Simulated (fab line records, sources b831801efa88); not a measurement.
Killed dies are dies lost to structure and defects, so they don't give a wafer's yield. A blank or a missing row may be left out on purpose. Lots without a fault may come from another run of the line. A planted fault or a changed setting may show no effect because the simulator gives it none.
Tool commonality check | flow sky130 | 14 lots, 42 wafers sampled

WHY IT WAS OPENED
At SKY_SD_N_TW_MEAS_12 the reading SD_N_TW is flagged on 2 of 14 lots. Wafers without a fault read 3987, standard deviation 23.
Rule: a lot is flagged when every wafer of it that has a number lies more than 4 standard deviations from that mean, or none has a number. The other lots count as sound.

lot  | measured     | on            | SD_N_TW, wafer by wafer | flag
L784 | day 28 04:24 | film_metro-02 | 3991 3995 3979          |
L785 | day 28 08:39 | film_metro-03 | 3992 3999 4000          |
L786 | day 28 10:10 | film_metro-03 | 3996 4001 4011          |
L789 | day 29 23:47 | film_metro-01 | 3951 3943 3940          |
L791 | day 30 04:36 | film_metro-03 | 4019 4022 4008          |
L792 | day 30 17:50 | film_metro-03 | 4018 3993 4011          |
L795 | day 31 08:54 | film_metro-02 | 3973 3992 3975          |
L794 | day 31 09:21 | film_metro-02 | 3960 3962 3976          |
L796 | day 31 17:04 | film_metro-02 | 4007 3988 3960          |
L797 | day 32 03:26 | film_metro-03 | 30 30 30                | FLAGGED
L798 | day 32 06:57 | film_metro-02 | 30 30 30                | FLAGGED
L805 | day 34 21:18 | film_metro-03 | 3974 3959 3969          |
L806 | day 35 01:14 | film_metro-02 | 3972 3974 3975          |
L807 | day 35 09:10 | film_metro-02 | 3999 3972 3979          |
The numbers of the flagged lots are 30 on average: -3957 against the usual, or -99 or more standard deviations.

WHICH TOOL RAN EACH LOT
The record holds 2 process steps before the reading, out of a route of 708 steps. In each cell: the tool, then ch and the chambers that the sampled wafers went through, then the start.
lot  | flag    | SKY_RES_XHIGH_STRIP_08               | SKY_SD_N_STRIP_11
L784 |         | plasma_asher-03 ch 0,1, day 26 23:33 | plasma_asher-01 ch 0,1, day 28 04:18
L785 |         | plasma_asher-04 ch 0,1, day 27 03:24 | plasma_asher-04 ch 0,1, day 28 08:33
L786 |         | plasma_asher-02 ch 0,1, day 27 04:39 | plasma_asher-04 ch 0,1, day 28 10:03
L789 |         | plasma_asher-03 ch 0,1, day 28 18:41 | plasma_asher-04 ch 0,1, day 29 23:41
L791 |         | plasma_asher-04 ch 0,1, day 28 23:44 | plasma_asher-02 ch 0,1, day 30 04:30
L792 |         | plasma_asher-02 ch 0,1, day 29 13:48 | plasma_asher-02 ch 0,1, day 30 17:44
L795 |         | plasma_asher-02 ch 0,1, day 30 05:24 | plasma_asher-02 ch 0,1, day 31 08:48
L794 |         | plasma_asher-04 ch 0,1, day 30 05:55 | plasma_asher-04 ch 0,1, day 31 09:15
L796 |         | plasma_asher-02 ch 0,1, day 30 13:21 | plasma_asher-04 ch 0,1, day 31 16:59
L797 | FLAGGED | plasma_asher-03 ch 0,1, day 30 23:27 | plasma_asher-04 ch 0,1, day 32 03:20
L798 | FLAGGED | plasma_asher-02 ch 0,1, day 31 03:24 | plasma_asher-01 ch 0,1, day 32 06:51
L805 |         | plasma_asher-03 ch 0,1, day 33 18:30 | plasma_asher-01 ch 0,1, day 34 21:12
L806 |         | plasma_asher-04 ch 0,1, day 33 22:47 | plasma_asher-01 ch 0,1, day 35 01:08
L807 |         | plasma_asher-04 ch 0,1, day 34 06:30 | plasma_asher-02 ch 0,1, day 35 09:05
What these steps do:
- SKY_RES_XHIGH_STRIP_08: strips in O2/N2.
- SKY_SD_N_STRIP_11: strips in O2/N2.
- SKY_SD_N_TW_MEAS_12

FLAGGED OVER TOTAL, TOOL BY TOOL (the gauges that took the reading come last)
step                   | tool            | lots run | flagged | share of the flagged lots | sound lots run after its first flagged lot
SKY_RES_XHIGH_STRIP_08 | plasma_asher-02 | 5        | 1       | some                      | 0
SKY_RES_XHIGH_STRIP_08 | plasma_asher-03 | 4        | 1       | some                      | 1 (L805)
SKY_RES_XHIGH_STRIP_08 | plasma_asher-04 | 5        | 0       | none                      | -
SKY_SD_N_STRIP_11      | plasma_asher-01 | 4        | 1       | some                      | 2 (L805,L806)
SKY_SD_N_STRIP_11      | plasma_asher-02 | 4        | 0       | none                      | -
SKY_SD_N_STRIP_11      | plasma_asher-04 | 6        | 1       | some                      | 0
SKY_SD_N_TW_MEAS_12    | film_metro-01   | 1        | 0       | none                      | -
SKY_SD_N_TW_MEAS_12    | film_metro-02   | 7        | 1       | some                      | 2 (L806,L807)
SKY_SD_N_TW_MEAS_12    | film_metro-03   | 6        | 1       | some                      | 1 (L805)

WHAT THE TABLE ALLOWS
No row of the table ran every flagged lot.

WHAT THE SIMULATOR HAD PUT IN
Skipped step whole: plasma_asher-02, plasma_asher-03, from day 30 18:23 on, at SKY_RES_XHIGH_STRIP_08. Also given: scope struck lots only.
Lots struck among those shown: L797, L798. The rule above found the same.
